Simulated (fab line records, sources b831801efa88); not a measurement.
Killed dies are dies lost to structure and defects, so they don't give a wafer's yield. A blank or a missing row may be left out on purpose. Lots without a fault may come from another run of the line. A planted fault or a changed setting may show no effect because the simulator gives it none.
fab line records | flow sky130
record lots=5 wafers=23
route steps=708 shown FIELD_ISO@4 DNWELL@37 NWELL@64 VT_ADJUST_HVTP@87 VT_ADJUST_LVTN@105 VT_ADJUST_NCORE@125 VT_ADJUST_HVTR@134 SONOS_TUNNEL@158
start_h: hours from the record's first day to the start of the lot's first wafer shown | wait_h: hours since the lot's step before | " the same as in the row above | L1.1+2: a row that stands for several wafers | - no value, or no start given | * or withheld: withheld | < > ~ a bound
route shown NAME@n: a module of which the file shows steps, and the number in the route of the first | usual: mean/standard deviation of fault-free wafers | same: alike in all rows | chamber/n: place in a boat | sites: the reading at each site | _std_site: their standard deviation | _edge_site: outer sites' mean less inner sites' | radius_mm: how far each site lies from the wafer's centre | mask NAME#n: copy n | behind: the tool/chamber that last shaped the wafer | hold: why the lot was held/for how many hours/how that ended | device: the transistor (n, p or np) that didn't switch | end of line: the same wafers' tests at the end of the route | a step without rows: its recipe alone | killed: dies lost to structure and defects at the first sort, not the wafer's yield | map: a wafer's dies, x killed, . not, _ none there
set.NAME: the setting as run; set.NAME@STEP: as run at that earlier step | model.NAME: the simulator's own value behind a step, which no gauge read
lots whose settings were changed on purpose; a table a step, a row a wafer
## steps
# step SKY_FIELD_ISO_CVD_03
# recipe material=Si3N4 precursor=DCS/NH3 target_thk_nm=165 temp_c=770 time_s=2830 pressure_mtorr=250
# columns lot.wafer tool chamber start_h wait_h set.time_s
L074.1+2+3+4+6 - - - 0.1 3042
L077.1+2+4+5+6 - - - 1.8 2479
L081.1+2+3+4+5 - - - 0.4 2433
L084.2+3+4+5+6 - - - 0.0 2502
L085.1+3+6 lpcvd-02 0 68.20 1.5 2830
# step SKY_FIELD_ISO_SOFTBAKE_09
# recipe temp_c=100 time_s=90 resist=KrF-thick
# columns lot.wafer tool chamber start_h wait_h set.temp_c
L074.1+4+6 litho_track-01 0 - - 101.1
L074.2+3 " 0 " " 100
L077.1+2+4+5+6 litho_track-02 0 - - 100
L081.1+3+4 litho_track-02 0 - - 100
L081.2+5 " 0 " " 103.7
L084.2+3+4+5+6 litho_track-03 0 - - 100
L085.1+3+6 litho_track-02 0 - - 100
# step SKY_FIELD_ISO_EXPOSE_10
# recipe mask_id=FOM na=0.68 source_shape=annular sigma_inner=0.4 sigma_outer=0.8 target_cd_nm=150 dose_mj=28
# step SKY_FIELD_ISO_PEB_11
# recipe peb_temp_c=withheld peb_time_s=withheld resist=KrF-thick
# step SKY_FIELD_ISO_ETCH_14
# recipe chemistry=N2/H2 target=BARC ion_energy_ev=200 source_w=500 bias_w=100 pressure_mtorr=30 n2_flow_sccm=100 h2_flow_sccm=200 stop_on=SiO2 time_s=45.9 target_depth_a=600
# step SKY_FIELD_ISO_ETCH_15
# recipe chemistry=CHF3/O2 target_depth_nm=180 stop_on=Si source_w=615 bias_w=200 pressure_mtorr=40 chf3_flow_sccm=50 O2_flow_sccm=5 time_s=72
# usual oes_product_au=0.938/0.0055
# columns lot.wafer tool chamber start_h wait_h set.time_s@FIELD_ISO_CVD_03 oes_product_au
L074.1 rie_diel-02 0 27.75 0.0 3042 0.979
L074.2 " 3 " " 3042 0.974
L074.3 " 2 " " 3042 0.977
L074.4 " 1 " " 3042 0.982
L074.6 " 1 " " 3042 0.978
L077.1 rie_diel-02 2 44.20 0.0 2479 0.869
L077.2 " 1 " " 2479 0.877
L077.4 " 3 " " 2479 0.878
L077.5 " 1 " " 2479 0.876
L077.6 " 0 " " 2479 0.872
L081.1 rie_diel-01 2 69.30 0.0 2433 0.848
L081.2 " 3 " " 2433 0.849
L081.3 " 1 " " 2433 0.864
L081.4 " 0 " " 2433 0.857
L081.5 " 3 " " 2433 0.859
L084.2 rie_diel-01 3 81.79 0.0 2502 0.865
L084.3 " 1 " " 2502 0.861
L084.4 " 0 " " 2502 0.874
L084.5 " 2 " " 2502 0.872
L084.6 " 1 " " 2502 0.863
L085.1 rie_diel-01 1 85.94 0.0 2830 0.953
L085.3 " 0 " " 2830 0.937
L085.6 " 0 " " 2830 0.941
# step SKY_DNWELL_COAT_02
# recipe spin_rpm=2000 resist_thk_nm=3000
# columns lot.wafer tool chamber start_h wait_h set.spin_rpm model.coat_of_DNWELL_COAT_02.thk_nm
L074.1 litho_track-01 0 54.88 0.1 2000 3003
L074.2 " 0 " " 2080 2938
L074.3 " 0 " " 2000 2996
L074.4 " 0 " " 2000 2992
L074.6 " 0 " " 2080 2945
L077.1 litho_track-03 0 63.09 0.1 2000 2988
L077.2 " 0 " " 2054 2948
L077.4 " 0 " " 2054 2960
L077.5 " 0 " " 2000 2998
L077.6 " 0 " " 2054 2952
L081.1 litho_track-01 0 86.28 0.1 1867 3113
L081.2 " 0 " " 2000 2989
L081.3 " 0 " " 2000 3007
L081.4 " 0 " " 1867 3100
L081.5 " 0 " " 2000 3004
L084.2 litho_track-04 0 98.08 0.1 2000 3003
L084.3 " 0 " " 1886 3084
L084.4 " 0 " " 1886 3081
L084.5 " 0 " " 2000 2992
L084.6 " 0 " " 1886 3094
L085.1 litho_track-03 0 101.59 0.1 2000 2988
L085.3 " 0 " " 2000 2995
L085.6 " 0 " " 2000 2992
# step SKY_DNWELL_SOFTBAKE_03
# recipe temp_c=110 time_s=withheld
# step SKY_DNWELL_EXPOSE_04
# recipe mask_id=DNM na=0.57 target_cd_nm=3000 dose_mj=222
# step SKY_DNWELL_DEVELOP_06
# recipe wall_angle_deg=90 developer=TMAH develop_time_s=60 dev_temp_c=23.68
# step SKY_DNWELL_IMPLANT_07
# recipe species=P energy_kev=withheld dose_cm2=withheld tilt_deg=withheld
# step SKY_DNWELL_STRIP_08
# recipe chemistry=O2/N2 power_w=1400 pressure_mtorr=1500 platen_temp_c=withheld o2_flow_sccm=3000 n2_flow_sccm=300 overash_fraction=0.5
# usual strip_time_to_endpoint_s=36.90/0.08
# columns lot.wafer tool chamber start_h wait_h set.spin_rpm@DNWELL_COAT_02 strip_time_to_endpoint_s
L074.1 plasma_asher-03 1 63.81 0.1 2000 36.95
L074.2 " 0 " " 2080 36.21
L074.3 " 1 " " 2000 36.87
L074.4 " 0 " " 2000 36.82
L074.6 " 1 " " 2080 36.29
L077.1 plasma_asher-04 1 71.48 0.1 2000 36.79
L077.2 " 0 " " 2054 36.33
L077.4 " 1 " " 2054 36.44
L077.5 " 0 " " 2000 36.88
L077.6 " 1 " " 2054 36.38
L081.1 plasma_asher-03 1 95.29 0.1 1867 38.22
L081.2 " 0 " " 2000 36.79
L081.3 " 0 " " 2000 37.00
L081.4 " 1 " " 1867 38.06
L081.5 " 1 " " 2000 36.95
L084.2 plasma_asher-03 1 107.38 0.1 2000 36.96
L084.3 " 1 " " 1886 37.87
L084.4 " 0 " " 1886 37.84
L084.5 " 1 " " 2000 36.83
L084.6 " 0 " " 1886 37.96
L085.1 plasma_asher-03 1 110.71 0.1 2000 36.76
L085.3 " 0 " " 2000 36.85
L085.6 " 1 " " 2000 36.83
# step SKY_NWELL_IMPLANT_11
# recipe species=P energy_kev=400 dose_cm2=1.9e+13 tilt_deg=withheld
# columns lot.wafer tool chamber start_h wait_h set.energy_kev model.implant.rp_nm model.implant.drp_nm
L074.1+2+3+4+6 implanter-04 0 97.56 0.0 400 486.9 116.9
L077.1+4 implanter-04 0 106.12 0.0 406.7 500.3 117.9
L077.2+5+6 " 0 " " 400 492.8 116.9
L081.1+4+5 implanter-02 0 132.22 0.0 384.9 468.5 114.5
L081.2+3 " 0 " " 400 485 116.9
L084.2+5+6 implanter-04 0 145.10 0.0 413.1 506 118.9
L084.3+4 " 0 " " 400 491.5 116.9
L085.1+3+6 implanter-02 0 147.46 0.0 400 506.3 116.9
# step SKY_NWELL_IMPLANT_24
# recipe species=B energy_kev=140 dose_cm2=9.2e+12 tilt_deg=withheld
# columns lot.wafer tool chamber start_h wait_h set.energy_kev model.implant.drp_nm
L074.1+2+4 implanter-02 0 116.02 0.0 145.5 96.85
L074.3+6 " 0 " " 140 95.47
L077.1+2+4 implanter-02 0 125.67 0.0 140 95.47
L077.5+6 " 0 " " 135.5 94.27
L081.1+2 implanter-04 0 151.11 0.0 140 95.47
L081.3+4+5 " 0 " " 144.2 96.53
L084.2+3+4+5+6 implanter-04 0 164.10 0.0 140 95.47
L085.1+3+6 implanter-02 0 167.46 0.0 140 95.47
# step SKY_NWELL_STRIP_25
# recipe chemistry=O2/N2 power_w=1400 pressure_mtorr=1500 platen_temp_c=withheld o2_flow_sccm=3000 n2_flow_sccm=300 overash_fraction=0.5
# step SKY_NWELL_CLEAN_27
# recipe chemistry=SC1/SC2 mix=1:4:20 temp_c=70 time_s=150 dry=n2_spin
# step SKY_NWELL_RTA_28
# recipe temp_c=1050 time_s=30 idle_temp_c=650 ramp_up_c_per_s=150 ramp_down_c_per_s=90 ambient=N2
# step SKY_NWELL_RS_MEAS_29
# recipe thk_meas_gauge=four-point-probe
# usual NWELL_RS=625.2/2.2
# columns lot.wafer tool chamber start_h wait_h set.energy_kev@NWELL_IMPLANT_11 NWELL_RS[ohm/sq]
L074.1 film_metro-04 - 116.48 0.1 400 626.0
L074.2 " - " " 400 625.2
L074.3 " - " " 400 624.2
L074.4 " - " " 400 624.9
L074.6 " - " " 400 625.2
L077.1 film_metro-02 - 126.13 0.1 406.7 623.2
L077.2 " - " " 400 625.8
L077.4 " - " " 406.7 623.9
L077.5 " - " " 400 626.6
L077.6 " - " " 400 625.8
L081.1 film_metro-02 - 151.57 0.1 384.9 634.6
L081.2 " - " " 400 627.0
L081.3 " - " " 400 628.5
L081.4 " - " " 384.9 634.1
L081.5 " - " " 384.9 632.9
L084.2 film_metro-03 - 164.56 0.1 413.1 619.1
L084.3 " - " " 400 625.8
L084.4 " - " " 400 623.9
L084.5 " - " " 413.1 618.8
L084.6 " - " " 413.1 621.0
L085.1 film_metro-04 - 167.92 0.1 400 622.8
L085.3 " - " " 400 623.4
L085.6 " - " " 400 622.1
# step SKY_VT_ADJUST_HVTP_COAT_02
# recipe resist=NOVOLAK spin_rpm=3000 resist_thk_nm=1140
# columns lot.wafer tool chamber start_h wait_h set.spin_rpm model.NOVOLAK_of_VT_ADJUST_HVTP_COAT_02.thk_nm
L074.1 litho_track-01 0 125.88 0.1 3124 1118
L074.2 " 0 " " 3000 1142
L074.3 " 0 " " 3124 1117
L074.4 " 0 " " 3000 1141
L074.6 " 0 " " 3124 1121
L077.1 litho_track-02 0 135.53 0.1 3000 1138
L077.2 " 0 " " 2809 1176
L077.4 " 0 " " 3000 1140
L077.5 " 0 " " 2809 1174
L077.6 " 0 " " 3000 1141
L081.1 litho_track-02 0 161.03 0.1 2846 1172
L081.2+5 " 0 " " 3000 1140
L081.3 " 0 " " 3000 1139
L081.4 " 0 " " 2846 1170
L084.2+4+6 litho_track-01 0 174.70 0.1 3000 1139
L084.3+5 " 0 " " 3000 1141
L085.1 litho_track-01 0 177.97 0.1 3000 1142
L085.3 " 0 " " 3000 1138
L085.6 " 0 " " 3000 1143
# step SKY_VT_ADJUST_HVTP_STRIP_10
# recipe chemistry=O2/N2 power_w=1400 pressure_mtorr=1500 platen_temp_c=withheld o2_flow_sccm=3000 n2_flow_sccm=300 overash_fraction=0.5
# usual strip_time_to_endpoint_s=14.17/0.033
# columns lot.wafer tool chamber start_h wait_h set.pressure_mtorr set.spin_rpm@VT_ADJUST_HVTP_COAT_02 strip_time_to_endpoint_s
L074.1 plasma_asher-04 1 135.49 0.1 1324 3124 14.48
L074.2 " 0 " " 1324 3000 14.79
L074.3 " 1 " " 1324 3124 14.48
L074.4 " 0 " " 1324 3000 14.76
L074.6 " 0 " " 1324 3124 14.54
L077.1 plasma_asher-04 0 145.18 0.1 1410 3000 14.43
L077.2 " 1 " " 1410 2809 14.85
L077.4 " 0 " " 1410 3000 14.44
L077.5 " 0 " " 1410 2809 14.82
L077.6 " 1 " " 1410 3000 14.45
L081.1 plasma_asher-03 0 171.78 0.1 1500 2846 14.52
L081.2 " 1 " " 1500 3000 14.17
L081.3 " 1 " " 1500 3000 14.17
L081.4 " 0 " " 1500 2846 14.51
L081.5 " 1 " " 1500 3000 14.17
L084.2 plasma_asher-02 0 185.34 0.1 1500 3000 14.16
L084.3 " 0 " " 1500 3000 14.19
L084.4 " 1 " " 1500 3000 14.17
L084.5 " 0 " " 1500 3000 14.19
L084.6 " 1 " " 1500 3000 14.16
L085.1 plasma_asher-04 0 188.99 0.1 1500 3000 14.19
L085.3 " 1 " " 1500 3000 14.15
L085.6 " 0 " " 1500 3000 14.20
# step SKY_VT_ADJUST_LVTN_IMPLANT_08
# recipe species=B energy_kev=30 dose_cm2=1.57e+12 tilt_deg=withheld
# columns lot.wafer tool chamber start_h wait_h set.energy_kev model.implant.rp_nm model.implant.drp_nm
L074.1+2 implanter-03 0 153.61 0.0 31.44 100.6 44.44
L074.3+4+6 " 0 " " 30 96.14 42.97
L077.1+5+6 implanter-03 0 163.51 0.0 30 101.9 42.97
L077.2+4 " 0 " " 31.4 106.5 44.4
L081.1+2+3+4+5 implanter-01 0 192.31 0.0 30 102.7 42.97
L084.2+3+4+5+6 implanter-03 0 206.60 0.0 30 95.22 42.97
L085.1+3+6 implanter-03 0 210.82 0.0 30 98.45 42.97
# step SKY_VT_ADJUST_NCORE_DEVELOP_06
# recipe resist=NOVOLAK developer=TMAH develop_time_s=60 dev_temp_c=23
# columns lot.wafer tool chamber start_h wait_h set.develop_time_s
L074.1+4 litho_track-04 0 194.21 0.1 60
L074.2+3+6 " 0 " " 68.87
L077.1+2+6 litho_track-01 0 205.37 0.1 55.23
L077.4+5 " 0 " " 60
L081.1+2+5 litho_track-04 0 237.06 0.1 64.23
L081.3+4 " 0 " " 60
L084.2+3+4+5+6 litho_track-04 0 253.93 0.1 60
L085.1+3+6 litho_track-01 0 259.32 0.1 60
# step SKY_VT_ADJUST_NCORE_CD_MEAS_07
# recipe target_cd_nm=380
# usual cd_nm=379.8/2.5
# columns lot.wafer tool chamber start_h wait_h set.develop_time_s@VT_ADJUST_NCORE_DEVELOP_06 cd_nm
L074.1 cd_sem-02 - 194.46 0.2 60 380.4
L074.2 " - " " 68.87 395.9
L074.3 " - " " 68.87 394.7
L074.4 " - " " 60 380.7
L074.6 " - " " 68.87 395.4
L077.1 cd_sem-02 - 205.52 0.1 55.23 375.1
L077.2 " - " " 55.23 373.8
L077.4 " - " " 60 384.5
L077.5 " - " " 60 384.6
L077.6 " - " " 55.23 375.6
L081.1 cd_sem-01 - 237.21 0.1 64.23 385.1
L081.2 " - " " 64.23 384.7
L081.3 " - " " 60 378.1
L081.4 " - " " 60 378.6
L081.5 " - " " 64.23 383.3
L084.2 cd_sem-02 - 254.08 0.1 60 376.9
L084.3 " - " " 60 376.8
L084.4 " - " " 60 375.1
L084.5 " - " " 60 376.8
L084.6 " - " " 60 376.6
L085.1 cd_sem-01 - 259.47 0.1 60 382.1
L085.3 " - " " 60 380.4
L085.6 " - " " 60 381.0
# step SKY_VT_ADJUST_HVTR_SOFTBAKE_03
# recipe temp_c=90 time_s=60 resist=NOVOLAK
# columns lot.wafer tool chamber start_h wait_h set.temp_c
L074.1+6 litho_track-04 0 205.61 0.1 92.85
L074.2+3+4 " 0 " " 90
L077.1+6 litho_track-04 0 216.96 0.1 92.27
L077.2+4+5 " 0 " " 90
L081.1+2+3 litho_track-03 0 249.14 0.1 90
L081.4+5 " 0 " " 87.28
L084.2+3+4+5+6 litho_track-04 0 266.98 0.1 90
L085.1+3+6 litho_track-04 0 271.41 0.1 90
# step SKY_VT_ADJUST_HVTR_EXPOSE_04
# recipe mask_id=HVTRM target_cd_nm=380 na=0.6 source_shape=conventional sigma_outer=0.6 dose_mj=150
# step SKY_VT_ADJUST_HVTR_PEB_05
# recipe temp_c=withheld time_s=* resist=NOVOLAK
# step SKY_VT_ADJUST_HVTR_DEVELOP_06
# recipe develop_time_s=57.6 dev_temp_c=23
# columns lot.wafer tool chamber start_h wait_h set.temp_c@VT_ADJUST_HVTR_SOFTBAKE_03 model.NOVOLAK_of_VT_ADJUST_HVTR_COAT_02.thk_nm
L074.1 litho_track-02 0 216.78 0.1 92.85 1123
L074.2+4 " 0 " " 90 1129
L074.3 " 0 " " 90 1124
L074.6 " 0 " " 92.85 1119
L077.1+6 litho_track-03 0 227.84 0.1 92.27 1126
L077.2+5 " 0 " " 90 1135
L077.4 " 0 " " 90 1133
L081.1 litho_track-02 0 261.18 0.1 90 1132
L081.2 " 0 " " 90 1131
L081.3 " 0 " " 90 1135
L081.4 " 0 " " 87.28 1147
L081.5 " 0 " " 87.28 1141
L084.2+4+6 litho_track-03 0 278.51 0.1 90 1137
L084.3 " 0 " " 90 1134
L084.5 " 0 " " 90 1133
L085.1+3 litho_track-03 0 283.19 0.1 90 1136
L085.6 " 0 " " 90 1135
# step SKY_VT_ADJUST_HVTR_IMPLANT_09
# recipe species=B energy_kev=10 dose_cm2=2.1e+12 tilt_deg=withheld
# columns lot.wafer tool chamber start_h wait_h set.energy_kev model.implant.drp_nm
L074.1+3+6 implanter-03 0 217.08 0.0 9.542 16.56
L074.2+4 " 0 " " 10 17.11
L077.1+2+5 implanter-02 0 228.14 0.0 10.29 17.46
L077.4+6 " 0 " " 10 17.11
L081.1+3+4 implanter-02 0 261.48 0.0 9.663 16.71
L081.2+5 " 0 " " 10 17.11
L084.2+3+4+5+6 implanter-03 0 278.82 0.0 10 17.11
L085.1+3+6 implanter-04 0 283.49 0.0 10 17.11
# step SKY_VT_ADJUST_HVTR_STRIP_10
# recipe chemistry=O2/N2 power_w=1400 pressure_mtorr=1500 platen_temp_c=withheld o2_flow_sccm=3000 n2_flow_sccm=300 overash_fraction=0.5
# usual strip_time_to_endpoint_s=14.13/0.044
# columns lot.wafer tool chamber start_h wait_h set.temp_c@VT_ADJUST_HVTR_SOFTBAKE_03 strip_time_to_endpoint_s
L074.1 plasma_asher-01 1 217.23 0.1 92.85 13.96
L074.2 " 0 " " 90 14.04
L074.3 " 0 " " 90 13.98
L074.4 " 1 " " 90 14.05
L074.6 " 0 " " 92.85 13.95
L077.1 plasma_asher-04 1 228.29 0.1 92.27 14.00
L077.2 " 0 " " 90 14.11
L077.4 " 1 " " 90 14.11
L077.5 " 0 " " 90 14.11
L077.6 " 1 " " 92.27 14.01
L081.1 plasma_asher-01 1 261.63 0.1 90 14.09
L081.2 " 0 " " 90 14.08
L081.3 " 0 " " 90 14.13
L081.4 " 1 " " 87.28 14.27
L081.5 " 1 " " 87.28 14.20
L084.2 plasma_asher-04 1 278.94 0.1 90 14.12
L084.3 " 1 " " 90 14.10
L084.4 " 0 " " 90 14.15
L084.5 " 0 " " 90 14.10
L084.6 " 1 " " 90 14.15
L085.1 plasma_asher-04 0 283.64 0.1 90 14.13
L085.3 " 0 " " 90 14.11
L085.6 " 1 " " 90 14.14
# step SKY_SONOS_TUNNEL_EXPOSE_04
# recipe mask_id=TUNM na=0.6 source_shape=conventional sigma_outer=0.6 polarization=unpolarized target_cd_nm=410 dose_mj=136
# columns lot.wafer tool chamber start_h wait_h mask set.dose_mj
L074.1+2+3+4+6 iline_stepper-01 0 - - TUNM#0 136
L077.1+4+6 iline_stepper-02 0 - - TUNM#0 129.3
L077.2+5 " 0 " " TUNM#0 136
L081.1+2+3+4+5 iline_stepper-01 0 - - TUNM#0 136
L084.2+3+4+5+6 iline_stepper-02 0 - - TUNM#0 136
L085.1+3+6 iline_stepper-01 0 - - TUNM#0 136
# step SKY_SONOS_TUNNEL_DEVELOP_06
# recipe resist=NOVOLAK developer=TMAH develop_time_s=60 dev_temp_c=23
# columns lot.wafer tool chamber start_h wait_h set.dev_temp_c
L074.1+3 litho_track-01 0 265.87 0.1 25.5
L074.2+4+6 " 0 " " 23
L077.1+5+6 litho_track-03 0 277.09 0.1 24.79
L077.2+4 " 0 " " 23
L081.1+2+3+4+5 litho_track-01 0 311.32 0.1 23
L084.2+3+5 litho_track-01 0 329.05 0.1 21.84
L084.4+6 " 0 " " 23
L085.1+3+6 litho_track-04 0 335.06 0.1 23
# step SKY_SONOS_TUNNEL_CD_MEAS_07
# recipe target_cd_nm=410
# usual cd_nm=410.8/2.4
# columns lot.wafer tool chamber start_h wait_h set.dose_mj@SONOS_TUNNEL_EXPOSE_04 set.dev_temp_c@SONOS_TUNNEL_DEVELOP_06 cd_nm
L074.1 cd_sem-02 - 266.02 0.1 136 25.5 404.0
L074.2 " - " " 136 23 411.5
L074.3 " - " " 136 25.5 405.1
L074.4 " - " " 136 23 412.7
L074.6 " - " " 136 23 411.6
L077.1 cd_sem-02 - 277.24 0.1 129.3 24.79 392.4
L077.2 " - " " 136 23 413.3
L077.4 " - " " 129.3 23 398.6
L077.5 " - " " 136 24.79 407.3
L077.6 " - " " 129.3 24.79 390.4
L081.1 cd_sem-02 - 311.47 0.1 136 23 408.7
L081.2 " - " " 136 23 409.4
L081.3 " - " " 136 23 410.0
L081.4 " - " " 136 23 410.2
L081.5 " - " " 136 23 409.2
L084.2 cd_sem-01 - 329.19 0.1 136 21.84 414.3
L084.3 " - " " 136 21.84 415.1
L084.4 " - " " 136 23 409.5
L084.5 " - " " 136 21.84 415.7
L084.6 " - " " 136 23 408.8
L085.1 cd_sem-01 - 335.21 0.1 136 23 407.0
L085.3 " - " " 136 23 409.1
L085.6 " - " " 136 23 408.4
## key
split step=SKY_FIELD_ISO_CVD_03 setting=time_s stated=2830 by=lot
response step=SKY_FIELD_ISO_ETCH_15 reading=oes_product_au change=+0.00566 per=1% r=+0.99
split step=SKY_FIELD_ISO_SOFTBAKE_09 setting=temp_c stated=100 by=wafer
response none clear
split step=SKY_DNWELL_COAT_02 setting=spin_rpm stated=2000 by=wafer
response step=SKY_DNWELL_COAT_02 reading=model.coat_of_DNWELL_COAT_02.thk_nm change=-15.5 per=1% r=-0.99
response step=SKY_DNWELL_STRIP_08 reading=strip_time_to_endpoint_s change=* per=1% r=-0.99
split step=SKY_NWELL_IMPLANT_11 setting=energy_kev stated=400 by=wafer
response step=SKY_NWELL_IMPLANT_11 reading=model.implant.rp_nm change=+4.4 per=1% r=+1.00
response step=SKY_NWELL_IMPLANT_11 reading=model.implant.drp_nm change=+0.614 per=1% r=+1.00
response step=SKY_NWELL_RS_MEAS_29 reading=NWELL_RS change=-1.6 per=1% r=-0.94
split step=SKY_NWELL_IMPLANT_24 setting=energy_kev stated=140 by=wafer
response step=SKY_NWELL_IMPLANT_24 reading=model.implant.drp_nm change=+0.358 per=1% r=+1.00
split step=SKY_VT_ADJUST_HVTP_COAT_02 setting=spin_rpm stated=3000 by=wafer
response step=SKY_VT_ADJUST_HVTP_COAT_02 reading=model.NOVOLAK_of_VT_ADJUST_HVTP_COAT_02.thk_nm change=-5.7 per=1% r=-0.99
response step=SKY_VT_ADJUST_HVTP_STRIP_10 reading=strip_time_to_endpoint_s change=* per=1% r=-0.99
split step=SKY_VT_ADJUST_HVTP_STRIP_10 setting=pressure_mtorr stated=1500 by=lot
response none clear
split step=SKY_VT_ADJUST_LVTN_IMPLANT_08 setting=energy_kev stated=30 by=wafer
response step=SKY_VT_ADJUST_LVTN_IMPLANT_08 reading=model.implant.rp_nm change=+0.961 per=1% r=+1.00
response step=SKY_VT_ADJUST_LVTN_IMPLANT_08 reading=model.implant.drp_nm change=+0.307 per=1% r=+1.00
split step=SKY_VT_ADJUST_NCORE_DEVELOP_06 setting=develop_time_s stated=60 by=wafer
response step=SKY_VT_ADJUST_NCORE_CD_MEAS_07 reading=cd_nm change=+1.02 per=1% r=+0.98
split step=SKY_VT_ADJUST_HVTR_SOFTBAKE_03 setting=temp_c stated=90 by=wafer
response step=SKY_VT_ADJUST_HVTR_DEVELOP_06 reading=model.NOVOLAK_of_VT_ADJUST_HVTR_COAT_02.thk_nm change=-2.96 per=1% r=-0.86
response step=SKY_VT_ADJUST_HVTR_STRIP_10 reading=strip_time_to_endpoint_s change=* per=1% r=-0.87
split step=SKY_VT_ADJUST_HVTR_IMPLANT_09 setting=energy_kev stated=10 by=wafer
response step=SKY_VT_ADJUST_HVTR_IMPLANT_09 reading=model.implant.drp_nm change=+0.12 per=1% r=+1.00
split step=SKY_SONOS_TUNNEL_EXPOSE_04 setting=dose_mj stated=136 by=wafer
response step=SKY_SONOS_TUNNEL_CD_MEAS_07 reading=cd_nm slope=+3.14 per=1% together_with=dev_temp_c@SONOS_TUNNEL_DEVELOP_06 explained=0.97
split step=SKY_SONOS_TUNNEL_DEVELOP_06 setting=dev_temp_c stated=23 by=wafer
response step=SKY_SONOS_TUNNEL_CD_MEAS_07 reading=cd_nm slope=-0.793 per=1% together_with=dose_mj@SONOS_TUNNEL_EXPOSE_04 explained=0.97
